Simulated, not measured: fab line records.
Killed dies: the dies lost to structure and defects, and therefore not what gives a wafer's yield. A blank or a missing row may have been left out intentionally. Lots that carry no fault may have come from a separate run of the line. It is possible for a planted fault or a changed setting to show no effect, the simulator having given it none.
Struck lot and sound lot, side by side || flow sky130 || 39 steps out of a route of 708
Sound: wafers L562.3, L562.5, L562.6. Struck: wafers L558.4, L558.6 (left out: L558.1, a lot-mate that was not struck); the cause follows at the end.
Order at every step that has rows: each side's tool, ch and its chambers, its first start. Under that, the readings that differ: sound wafers || struck wafers || difference of the means || sigmas: that difference in standard deviations of wafers without a fault.
alike: readings with means less than 2 such deviations apart, plus words and numbers identical on both sides. not compared: withheld readings, readings lacking a value on some wafer, bounds such as >300 that could conceal the same value, and numbers that have no deviation in the record and whose values overlap.
Wherever a step has rows on one side only, a row that says differs or no value, or a row with sigmas, the two part there. Numbers that have no deviation but don't overlap get no sigmas and don't part them. A reading missing from all wafers of one side parts the sides only when that side holds two or more wafers.

first, 10 steps without rows for these wafers: SKY_VIA2_ETCH_15 (etches SiO2 in C4F8/O2/Ar, stops on TiN, target depth 546 nm, time 84 s); SKY_VIA2_STRIP_16 (strips in O2/N2); SKY_VIA2_STRIP_17 (strips in post etch residue remover, time 1200 s); SKY_VIA2_CLEAN_18 (cleans in IPA, time 180 s); SKY_VIA2_CLEAN_19 (cleans in O3/DIW); SKY_VIA2_SPUTTER_20 (material TiN, target thk 20 nm, time 80 s); SKY_VIA2_CVD_21 (deposits W, target thk 420 nm, time 126.4 s); SKY_VIA2_CMP_24 (polishes, stops on SiO2, t overpolish 20 s, target thk 0 nm); SKY_METAL3_SPUTTER_00 (material Ti, target thk 15 nm, time 10 s); SKY_METAL3_SPUTTER_01 (material TiN, target thk 20 nm, time 16.7 s).
SKY_METAL3_SPUTTER_02: material AlCu, target thk 735 nm, time 39.1 s.
  struck on pvd sputter-03, day 42 10:55; sound on pvd sputter-04, day 43 14:19
{"reading": "model.AlCu_of_METAL3_SPUTTER_02.thk nm (nm)", "sound": "735.5 729.3 734.9", "struck": "347.1 336.9", "difference": -391.2, "sigmas": ""}
  alike: throttle valve pct
then, 24 steps without rows for these wafers: SKY_METAL3_SPUTTER_03 (material Ti, target thk 5 nm, time 3.3 s); SKY_METAL3_SPUTTER_04 (material TiN, target thk 70 nm, time 58.3 s); SKY_CAPM_CVD_00 (deposits SiO2, target thk 15.5 nm); SKY_CAPM_SPUTTER_02 (material TiN, target thk 200 nm, time 166.7 s); SKY_CAPM_DEHYDRATE_05 (time 60 s); SKY_CAPM_HMDS_06 (prime time 60 s); SKY_CAPM_COAT_07 (resist thk 1140 nm); SKY_CAPM_SOFTBAKE_08 (time 60 s); SKY_CAPM_EXPOSE_09 (exposes mask CAPM, target cd 1000 nm); SKY_CAPM_PEB_10; SKY_CAPM_DEVELOP_11 (develop time 60 s); SKY_CAPM_METAL_ETCH_13 (etches TiN in Cl2/BCl3, stops on SiO2, target depth 220 nm, time 62.9 s); SKY_CAPM_STRIP_14 (strips in O2/N2); SKY_CAPM_STRIP_15 (strips in post etch residue remover, time 1200 s); SKY_CAPM_CLEAN_16 (cleans in IPA, time 180 s); SKY_CAPM_CLEAN_17 (cleans in O3/DIW); SKY_METAL3_DEHYDRATE_05 (time 60 s); SKY_METAL3_HMDS_06 (prime time 60 s); SKY_METAL3_COAT_07 (resist thk 60 nm); SKY_METAL3_COAT_08 (resist thk 1140 nm); SKY_METAL3_SOFTBAKE_09 (time 90 s); SKY_METAL3_EXPOSE_10 (exposes mask MM3, target cd 300 nm); SKY_METAL3_PEB_11; SKY_METAL3_DEVELOP_12 (develop time 60 s).
SKY_METAL3_METAL_ETCH_18: etches the open film in Cl2/BCl3, stops on SiO2, target depth 845 nm, time 183.1 s.
  sound on rie metal-01 ch 0,1, day 45 10:02; struck on rie metal-01 ch 0,1, day 44 04:53
{"reading": "oes product au (a.u.)", "sound": "0.873 0.861 0.874", "struck": "0.650 0.643", "difference": -0.223, "sigmas": -33}
  alike: bcl3 flow sccm, chamber pressure mTorr, drypump motor current A, throttle valve pct
  not compared: rf hours counter h
SKY_VIA3_BOW_MEAS_03:
  struck on film metro-02, day 44 06:28; sound on film metro-03, day 45 11:19
{"reading": "VIA3_BOW (um)", "sound": "78 82 88", "struck": "- -", "difference": "no value on the struck wafers", "sigmas": ""}
  not compared: hold
SKY_VIA3_DEHYDRATE_04: time 60 s.
  sound on litho track-02 ch 0, day 45 22:28; struck on litho track-03 ch 0, day 44 14:50
{"reading": "hold", "sound": "- - -", "struck": "await dispo/2.2h/release await dispo/2.2h/release", "difference": "no value on the sound wafers", "sigmas": ""}
  alike: exhaust pa
-- the record jumps here: 6 days lie between the struck wafers' starts before and after (it left off in module VIA3 and takes up again in module PAD_OPEN, whose first step shown is number 708 of the route) --
SKY_PAD_OPEN_PROBE_99:
  struck on prober-01, day 50 12:30; sound on prober-02, day 51 10:21
{"reading": "model.etest.met3.line ohm um", "sound": "0.1438 0.1423 0.1417", "struck": "0.3098 0.3144", "difference": "+0.1695", "sigmas": ""}
{"reading": "model.etest.met3.rs ohm sq", "sound": "0.04303 0.0426 0.04268", "struck": "0.09223 0.09426", "difference": "+0.05047", "sigmas": ""}
  alike: defect limited yield, killed_at_M0_to_M3, killed_at_M4_up, killed at contacts, killed at front end, killed at other, killed dies, killed on rim, killed open, killed short, sort_bin_3_pad_short, sort_bin_5_function, sort_bin_6_memory, sort n pass, sort yield pct

## WHERE THEY PART
At SKY_METAL3_METAL_ETCH_18 first; at SKY_VIA3_DEHYDRATE_04 last (within this record only). Later steps at which nothing parts them and some readings are alike: SKY_PAD_OPEN_PROBE_99.

WHY: whatever the simulator had introduced
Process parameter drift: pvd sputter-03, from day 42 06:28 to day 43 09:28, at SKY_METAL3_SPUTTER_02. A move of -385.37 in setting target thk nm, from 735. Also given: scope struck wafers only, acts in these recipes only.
